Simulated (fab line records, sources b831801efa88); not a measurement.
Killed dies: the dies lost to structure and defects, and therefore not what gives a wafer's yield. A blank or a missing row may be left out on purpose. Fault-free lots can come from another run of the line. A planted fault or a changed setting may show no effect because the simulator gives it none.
One fault seen from 2 desks || flow gf180mcu || each desk holds nothing but its own numbers, with what lay behind them at the end

== FOR THE TOOL OWNER'S DESK: implanter-02 ==
The tool's own readings at GF_HV_LDD_IMPLANT_48: means of the sampled wafers that have a number, for each lot that ran on this tool. Marked OUT: a lot whose mean sits more than 4 standard deviations from the usual mean, which makes it out of limits; the brackets give that distance.
Columns: A = dose_ions_cm2 at GF_HV_LDD_IMPLANT_48, usual 3e+13
{"lot": "L390", "first seen here": "day 14 01:41", "A": 3e+13}
{"lot": "L402", "first seen here": "day 17 23:46", "A": "3e+13 (+15) OUT"}
{"lot": "L403", "first seen here": "day 18 07:37", "A": "3e+13 (+14) OUT"}
This desk finds L402, L403 out of limits, L402 being first, at day 17 23:46 (dose_ions_cm2 at GF_HV_LDD_IMPLANT_48). Within limits: L390.

== THE METROLOGY DESK ==
Lot by lot, what the gauges showed, no matter which tool ran the lot: averages of those sampled wafers that carry a number. Marked OUT: a lot whose mean sits more than 4 standard deviations from the usual mean, which makes it out of limits; the brackets give that distance.
Columns: A = HV_LDD_3_TW at GF_HV_LDD_TW_MEAS_38, usual 1432; B = cd_nm at GF_HV_LDD_CD_MEAS_46, usual 399.8 nm; C = HV_LDD_03_OVL at GF_HV_LDD_OVL_MEAS_47, usual -0.9 nm
{"lot": "L390", "first seen here": "day 13 05:30", "A": 1418, "B": 399.2, "C": -2.5}
{"lot": "L391", "first seen here": "day 13 21:22", "A": 1419, "B": 399.8, "C": 0.3}
{"lot": "L402", "first seen here": "day 17 00:59", "A": 1414, "B": 397.8, "C": -1.4}
{"lot": "L403", "first seen here": "day 17 08:08", "A": 1434, "B": 401.0, "C": 1.4}
{"lot": "L407", "first seen here": "day 18 20:56", "A": 1437, "B": 399.4, "C": -1.3}
{"lot": "L408", "first seen here": "day 19 02:10", "A": 1439, "B": 398.6, "C": -1.9}
This desk's verdict: no lot among the 6 shows anything out of limits.

== TAKEN TOGETHER ==
At day 17 23:46, on L402, L403, the tool owner's desk was in a position to raise an alarm.
Metrology desk: nothing out of limits seen.
The metrology desk has L402, L403 on record, within its limits.
All the named lots went through GF_HV_LDD_IMPLANT_48 on implanter-02.

== WHAT HAD BEEN PUT IN BY THE SIMULATOR ==
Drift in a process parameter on implanter-02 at GF_HV_LDD_IMPLANT_48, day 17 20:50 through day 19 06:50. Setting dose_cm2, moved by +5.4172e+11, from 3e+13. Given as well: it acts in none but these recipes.
Lots struck among those shown: L402, L403.
Each desk's first reading out of limits, in hours after the fault started: the tool owner's desk, 3.
